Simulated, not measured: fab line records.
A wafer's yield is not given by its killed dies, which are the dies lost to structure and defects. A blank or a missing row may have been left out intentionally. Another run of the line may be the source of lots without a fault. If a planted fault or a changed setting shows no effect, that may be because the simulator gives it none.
The tool behind it: which one? + flow gf180mcu + 13 lots with 39 wafers sampled at 4 steps, on a route of 602 steps

## WHAT THE GAUGES READ, wafer by wafer
GF_M3_CD_MEAS_14: target cd 280 nm. Usual: cd nm at 280.2 nm, with a standard deviation of 1.2.
| lot  | measured     | on        | cd nm (nm)        | flag |
|------|--------------|-----------|-------------------|------|
| L601 | day 21 06:34 | cd sem-02 | 280.8 279.8 280.8 |      |
| L603 | day 22 02:13 | cd sem-02 | 277.5 280.1 280.3 |      |
| L604 | day 22 11:10 | cd sem-02 | 283.2 282.0 281.4 |      |
| L605 | day 22 22:28 | cd sem-01 | 279.3 279.5 279.5 |      |
| L606 | day 23 06:22 | cd sem-02 | 279.3 279.8 280.4 |      |
| L607 | day 23 10:48 | cd sem-01 | 280.3 279.7 281.8 |      |
| L608 | day 23 20:04 | cd sem-01 | 280.5 280.1 280.1 |      |
| L609 | day 24 15:52 | cd sem-01 | 280.9 280.4 280.3 |      |
| L610 | day 24 16:42 | cd sem-02 | 278.8 277.8 278.7 |      |
| L614 | day 26 00:16 | cd sem-01 | 280.5 279.3 279.8 |      |
| L618 | day 27 00:02 | cd sem-02 | 281.0 281.7       |      |
| L620 | day 27 20:08 | cd sem-01 | 279.9 280.8       |      |
| L624 | day 28 20:24 | cd sem-02 | 283.8 282.4 282.9 |      |

## TOOL THAT RAN EACH LOT (tool first, then ch and the chambers of the sampled wafers, then the start)
| lot  | GF_V2_SPUTTER_21             | GF_V2_CMP_26                  | GF_M3_SPUTTER_02             |
|------|------------------------------|-------------------------------|------------------------------|
| L601 | pvd sputter-03, day 20 05:56 | cmp-01 ch 0,1, day 20 06:19   | pvd sputter-02, day 20 06:45 |
| L603 | pvd sputter-02, day 21 01:26 | cmp-02 ch 0,1,3, day 21 01:52 | pvd sputter-03, day 21 02:15 |
| L604 | pvd sputter-04, day 21 10:56 | cmp-02 ch 0,1,2, day 21 11:19 | pvd sputter-03, day 21 11:45 |
| L605 | pvd sputter-02, day 21 22:15 | cmp-02 ch 0,1,3, day 21 22:38 | pvd sputter-02, day 21 23:04 |
| L606 | pvd sputter-03, day 22 06:41 | cmp-02 ch 1,2, day 22 07:08   | pvd sputter-01, day 22 07:31 |
| L607 | pvd sputter-02, day 22 10:14 | cmp-01 ch 1,3, day 22 10:41   | pvd sputter-03, day 22 11:04 |
| L608 | pvd sputter-03, day 22 20:14 | cmp-02 ch 2,3, day 22 20:38   | pvd sputter-03, day 22 21:04 |
| L609 | pvd sputter-02, day 23 16:01 | cmp-02 ch 0,1,3, day 23 16:25 | pvd sputter-02, day 23 16:51 |
| L610 | pvd sputter-03, day 23 16:43 | cmp-02 ch 1,2, day 23 17:17   | pvd sputter-02, day 23 17:40 |
| L614 | pvd sputter-03, day 25 02:14 | cmp-01 ch 1,2,3, day 25 02:37 | pvd sputter-02, day 25 03:03 |
| L618 | pvd sputter-02, day 26 03:01 | cmp-01 ch 1,2, day 26 03:35   | pvd sputter-03, day 26 03:58 |
| L620 | pvd sputter-02, day 26 23:32 | cmp-01 ch 2,3, day 27 00:02   | pvd sputter-03, day 27 00:28 |
| L624 | pvd sputter-03, day 28 00:22 | cmp-02 ch 0,1,2, day 28 00:46 | pvd sputter-02, day 28 01:13 |
- GF_V2_SPUTTER_21: material Ti, target thk 15 nm, time 80.02 s.
- GF_V2_CMP_26: polishes, stops on SiO2, t overpolish 15 s, target thk 0 nm.
- GF_M3_SPUTTER_02: material AlCu, target thk 450 nm, time 23.9 s.

## WHAT THE TOOLS THEMSELVES READ (means of the sampled wafers that have a number; where no wafer has one, the mark that the record gives instead)
GF_V2_SPUTTER_21. Usual: throttle valve pct at 29.8 %, with a standard deviation of 1.1.
| lot  | tool           | throttle valve pct (%) | flag |
|------|----------------|------------------------|------|
| L601 | pvd sputter-03 | 28.7                   |      |
| L603 | pvd sputter-02 | 29.4                   |      |
| L604 | pvd sputter-04 | 30.3                   |      |
| L605 | pvd sputter-02 | 29.2                   |      |
| L606 | pvd sputter-03 | 31.1                   |      |
| L607 | pvd sputter-02 | 30.1                   |      |
| L608 | pvd sputter-03 | 28.4                   |      |
| L609 | pvd sputter-02 | 30.1                   |      |
| L610 | pvd sputter-03 | 29.1                   |      |
| L614 | pvd sputter-03 | 29.6                   |      |
| L618 | pvd sputter-02 | 30.4                   |      |
| L620 | pvd sputter-02 | 30.3                   |      |
| L624 | pvd sputter-03 | 31.0                   |      |

GF_V2_CMP_26. Usual: motor current A 11.0 A, standard deviation 0.84; overpolish run s 15.000 s, standard deviation 0.0085; time to endpoint s 84 s, standard deviation 3.2.
| lot  | tool   | motor current A (A) | overpolish run s (s) | time to endpoint s (s) | flag |
|------|--------|---------------------|----------------------|------------------------|------|
| L601 | cmp-01 | 11.0                | 14.999               | 88                     |      |
| L603 | cmp-02 | 11.4                | 15.003               | 85                     |      |
| L604 | cmp-02 | 10.6                | 15.001               | 86                     |      |
| L605 | cmp-02 | 11.4                | 15.006               | 88                     |      |
| L606 | cmp-02 | 9.9                 | 15.002               | 87                     |      |
| L607 | cmp-01 | 10.7                | 14.998               | 82                     |      |
| L608 | cmp-02 | 10.4                | 15.008               | 80                     |      |
| L609 | cmp-02 | 11.4                | 14.998               | 84                     |      |
| L610 | cmp-02 | 9.8                 | 14.995               | 82                     |      |
| L614 | cmp-01 | 11.8                | 14.999               | 80                     |      |
| L618 | cmp-01 | 10.9                | 10.009               | 98                     | OFF  |
| L620 | cmp-01 | 11.7                | 10.008               | 98                     | OFF  |
| L624 | cmp-02 | 10.6                | 14.994               | 85                     |      |

GF_M3_SPUTTER_02. Usual: throttle valve pct at 29.8 %, with a standard deviation of 1.2.
| lot  | tool           | throttle valve pct (%) | flag |
|------|----------------|------------------------|------|
| L601 | pvd sputter-02 | 29.5                   |      |
| L603 | pvd sputter-03 | 29.7                   |      |
| L604 | pvd sputter-03 | 29.5                   |      |
| L605 | pvd sputter-02 | 30.0                   |      |
| L606 | pvd sputter-01 | 29.9                   |      |
| L607 | pvd sputter-03 | 28.3                   |      |
| L608 | pvd sputter-03 | 29.7                   |      |
| L609 | pvd sputter-02 | 29.7                   |      |
| L610 | pvd sputter-02 | 29.3                   |      |
| L614 | pvd sputter-02 | 30.1                   |      |
| L618 | pvd sputter-03 | 30.8                   |      |
| L620 | pvd sputter-03 | 30.6                   |      |
| L624 | pvd sputter-02 | 29.2                   |      |

## THE ANSWER, worked out from the rows above alone
Rule: take the mean of a lot's wafers that have a number; if it is more than 3 standard deviations from the usual mean, the lot is off. A lot without any number at a reading at which 4 lots or more have one is off too. All remaining lots with rows at the step are treated as sound. The gauges are gone through in route order, then the tools' own readings, and for those a lot's mean is taken as printed above. The first step at which some lot is off is used, and at that step the reading that is off furthest; a lot without a number counts as furthest.
Off: L618, L620, at GF_V2_CMP_26 (overpolish run s).
If a tool, at that step or one of the process steps before it, ran each lot that is off and ran no sound lot following the first of them, it fits. This does not decide it: 2 tools fit, namely pvd sputter-02 at GF_V2_SPUTTER_21 and cmp-01 at GF_V2_CMP_26.

## WHAT THE SIMULATOR HAD PUT IN
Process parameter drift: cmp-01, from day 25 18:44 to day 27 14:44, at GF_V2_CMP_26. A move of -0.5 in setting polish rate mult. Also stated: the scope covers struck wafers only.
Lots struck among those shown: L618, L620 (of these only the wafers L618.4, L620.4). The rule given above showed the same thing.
